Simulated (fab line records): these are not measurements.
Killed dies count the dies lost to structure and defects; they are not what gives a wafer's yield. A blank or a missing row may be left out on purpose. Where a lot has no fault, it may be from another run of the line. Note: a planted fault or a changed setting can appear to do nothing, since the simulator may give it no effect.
One fault through the eyes of 2 desks | flow sky130 | only its own numbers are on each desk; what lay behind them is given at the end

AT THE METROLOGY DESK
What the gauges read for every lot (on any tool): the sampled wafers with a number, averaged. Marked OUT: a lot whose mean sits more than 4 standard deviations from the usual mean, which makes it out of limits; the brackets give that distance.
Columns: A = VIA3_W_THK at SKY_VIA3_THK_MEAS_23, usual 405 nm
lot  | first seen here | A
L268 | day 40 17:40    | 398
L271 | day 41 10:43    | 405
L270 | day 41 21:21    | 413
L273 | day 42 09:33    | 411
L275 | day 42 19:25    | 406
L277 | day 43 09:16    | 405
L283 | day 45 00:50    | 398
L286 | day 45 18:50    | 406
L288 | day 46 00:30    | 401
This desk's finding: nothing out of limits on any of the 9 lots.

FOR THE TOOL OWNER'S DESK: rie_metal-01
The tool's own readings at SKY_CAP2M_METAL_ETCH_13 (etches TiN in Cl2/BCl3, stops on SiO2, target depth 220 nm, time 62.9 s): means of the sampled wafers that have a number, for each lot that ran on this tool. Marked OUT: a lot whose mean sits more than 4 standard deviations from the usual mean, which makes it out of limits; the brackets give that distance.
Columns: A = drypump_motor_current_A at SKY_CAP2M_METAL_ETCH_13, usual 5.5 A; B = oes_product_au at SKY_CAP2M_METAL_ETCH_13, usual 0.947 a.u.; C = rf_fwd_power_W at SKY_CAP2M_METAL_ETCH_13, usual 894 W; D = throttle_valve_pct at SKY_CAP2M_METAL_ETCH_13, usual 21.899 %
lot  | first seen here | A   | B     | C             | D
L270 | day 42 21:18    | 5.1 | 0.949 | 888           | 21.904
L273 | day 43 09:55    | 5.1 | 0.940 | 892           | 21.909
L277 | day 44 07:54    | 5.1 | 0.954 | 892           | 21.884
L283 | day 45 22:54    | 5.2 | 0.957 | 942 (+15) OUT | 21.900
Finding of this desk: L283 out of limits; the first was L283 at day 45 22:54, on rf_fwd_power_W at SKY_CAP2M_METAL_ETCH_13. In limits: L270, L273, L277.

BROUGHT TOGETHER
An alarm could have come from the tool owner's desk at day 45 22:54, on L283.
Nothing out of limits was seen by the metrology desk.
The metrology desk has L283 on record, within its limits.
Of the lots named, all ran SKY_CAP2M_METAL_ETCH_13 on rie_metal-01.

WHAT HAD BEEN PUT IN BY THE SIMULATOR
rie_metal-01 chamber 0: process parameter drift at SKY_CAP2M_METAL_ETCH_13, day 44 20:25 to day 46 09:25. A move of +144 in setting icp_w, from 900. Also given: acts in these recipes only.
Lots struck among those shown: L283.
Time in hours from fault onset to the first out-of-limits reading at each desk: the tool owner's desk, 26.
